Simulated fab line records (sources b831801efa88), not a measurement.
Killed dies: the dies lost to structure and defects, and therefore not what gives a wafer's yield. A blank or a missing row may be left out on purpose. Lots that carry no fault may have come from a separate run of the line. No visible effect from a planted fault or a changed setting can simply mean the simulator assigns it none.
Split-lot study | flow gf180mcu | 5 lots, 23 wafers read, on a route of 602 steps

## THE SPLIT
At GF_STI_CVD_03 (deposits Si3N4 from DCS/NH3, target thk 207.16 nm, time 3551 s), the setting temp_c was moved away from the recipe's 770 C on 20 of the 23 wafers read, by -2.5% to +2.2%. The other wafers ran this setting at the recipe's value.

## FROM THE SPLIT TO THE READING: what the file shows between them, 5 steps
- GF_STI_THK_MEAS_04
- GF_STI_SOFTBAKE_08: time 60 s (also split here: time_s)
- GF_STI_EXPOSE_09: exposes mask COMP, target cd 220 nm
- GF_STI_PEB_10: peb time 90 s
- GF_STI_DEVELOP_11: develop time 60 s

## THE READING
oes_product_au, in a.u., at GF_STI_ETCH_13 (etches the open film in CHF3/O2, stops on Si, target depth 282.31 nm, time 112.9 s). Fault-free wafers of this fab line usually give 0.829 a.u., standard deviation 0.0058 a.u.

wafer  | tool, chamber at the split | temp_c as run, C | against the recipe | oes_product_au, a.u. | against lot-mates on the recipe
L074.1 | -, -                       | 760.7            | -1.2%              | 0.757                | no lot-mate on the recipe
L074.2 | -, -                       | 760.7            | -1.2%              | 0.757                | no lot-mate on the recipe
L074.3 | -, -                       | 760.7            | -1.2%              | 0.755                | no lot-mate on the recipe
L074.5 | -, -                       | 760.7            | -1.2%              | 0.752                | no lot-mate on the recipe
L074.6 | -, -                       | 760.7            | -1.2%              | 0.748                | no lot-mate on the recipe
L075.2 | lpcvd-01, 0                | 770              | recipe             | 0.821                | -
L075.4 | lpcvd-01, 0                | 770              | recipe             | 0.831                | -
L075.5 | lpcvd-01, 0                | 770              | recipe             | 0.828                | -
L082.2 | -, -                       | 787.1            | +2.2%              | 0.982                | no lot-mate on the recipe
L082.3 | -, -                       | 787.1            | +2.2%              | 1.000                | no lot-mate on the recipe
L082.4 | -, -                       | 787.1            | +2.2%              | 0.998                | no lot-mate on the recipe
L082.5 | -, -                       | 787.1            | +2.2%              | 0.989                | no lot-mate on the recipe
L082.6 | -, -                       | 787.1            | +2.2%              | 1.006                | no lot-mate on the recipe
L083.1 | -, -                       | 784.2            | +1.8%              | 0.965                | no lot-mate on the recipe
L083.2 | -, -                       | 784.2            | +1.8%              | 0.964                | no lot-mate on the recipe
L083.3 | -, -                       | 784.2            | +1.8%              | 0.969                | no lot-mate on the recipe
L083.4 | -, -                       | 784.2            | +1.8%              | 0.967                | no lot-mate on the recipe
L083.5 | -, -                       | 784.2            | +1.8%              | 0.970                | no lot-mate on the recipe
L085.1 | -, -                       | 750.4            | -2.5%              | 0.697                | no lot-mate on the recipe
L085.2 | -, -                       | 750.4            | -2.5%              | 0.693                | no lot-mate on the recipe
L085.3 | -, -                       | 750.4            | -2.5%              | 0.676                | no lot-mate on the recipe
L085.5 | -, -                       | 750.4            | -2.5%              | 0.691                | no lot-mate on the recipe
L085.6 | -, -                       | 750.4            | -2.5%              | 0.693                | no lot-mate on the recipe

THE FIT
A straight line over all 23 wafers: oes_product_au changes by +0.0653 a.u. for each +1% of temp_c; r = +1.00; the points scatter about the line by 0.012 a.u.
Too few moved wafers with a lot-mate on the recipe to fit a line net of each lot's own level.

## THE WHOLE CHAIN: every reading that the file lists as answering this split, in the file's order
step               | what it does                                                                       | reading                                                                     | change (the file's fit)                  | r (the file's)
GF_STI_CVD_03      | deposits Si3N4 from DCS/NH3, target thk 207.16 nm, time 3551 s                     | Si3N4_of_STI_CVD_03.thk_nm (the simulator's own value, which no gauge read) | +29.9 nm for each +1% of the setting     | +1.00
GF_STI_THK_MEAS_04 |                                                                                    | STI_CVD_03_THK                                                              | +29.9 for each +1% of the setting        | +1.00
GF_STI_ETCH_13     | etches the open film in CHF3/O2, stops on Si, target depth 282.31 nm, time 112.9 s | oes_product_au                                                              | +0.0653 a.u. for each +1% of the setting | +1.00
GF_STI_ETCH_13     | etches the open film in CHF3/O2, stops on Si, target depth 282.31 nm, time 112.9 s | etch.depth_nm (the simulator's own value, which no gauge read)              | +25 nm for each +1% of the setting       | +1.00

## FILE'S OWN FIT
oes_product_au changes by +0.0653 a.u. for each +1% of temp_c, r = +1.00.
